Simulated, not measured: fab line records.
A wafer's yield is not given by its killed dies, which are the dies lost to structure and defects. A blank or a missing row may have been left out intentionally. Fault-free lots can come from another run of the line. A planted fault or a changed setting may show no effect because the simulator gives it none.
The same fault as seen by 2 desks    flow gf180mcu    what lay behind the numbers comes last; until then each desk has only its own

FROM THE METROLOGY DESK
Lot by lot, what the gauges showed, no matter which tool ran the lot: averages of those sampled wafers that carry a number. A lot is out of limits, marked OUT, if its mean lies more than 4 standard deviations from the usual mean; the brackets give that distance.
Columns: A = V5_OVL at GF_V5_OVL_MEAS_15, usual 2 nm
lot   first seen here  A
L695  day 27 20:32     0
L696  day 27 23:23     -11
L697  day 28 03:01     7
L698  day 28 21:05     8
L699  day 29 12:27     -11
L700  day 29 16:04     2
L705  day 31 08:11     -2
L706  day 31 09:09     3
L707  day 31 15:12     1
L711  day 32 19:02     3
L712  day 32 22:29     5
L713  day 33 00:35     -8
L716  day 33 18:35     -6
L717  day 34 07:44     7
This desk's verdict: no lot among the 14 shows anything out of limits.

AT THE TOOL OWNER'S DESK: pvd_sputter-01
The tool's own readings at GF_M3_SPUTTER_01 (material TiN, target thk 30 nm, time 25 s): means of the sampled wafers that have a number, for each lot that ran on this tool. A lot is out of limits, marked OUT, if its mean lies more than 4 standard deviations from the usual mean; the brackets give that distance.
Columns: A = throttle_valve_pct at GF_M3_SPUTTER_01, usual 29.8 %
lot   first seen here  A
L695  day 20 19:19     28.7
L697  day 21 07:45     29.8
L698  day 22 02:08     29.7
L700  day 23 01:13     29.8
L705  day 25 04:01     28.6
L706  day 25 04:37     28.6
This desk's verdict: no lot among the 6 shows anything out of limits.

PUT TOGETHER
From the metrology desk's view, nothing was out of limits.
The tool owner's desk saw nothing out of limits.

WHAT THE SIMULATOR PUT IN
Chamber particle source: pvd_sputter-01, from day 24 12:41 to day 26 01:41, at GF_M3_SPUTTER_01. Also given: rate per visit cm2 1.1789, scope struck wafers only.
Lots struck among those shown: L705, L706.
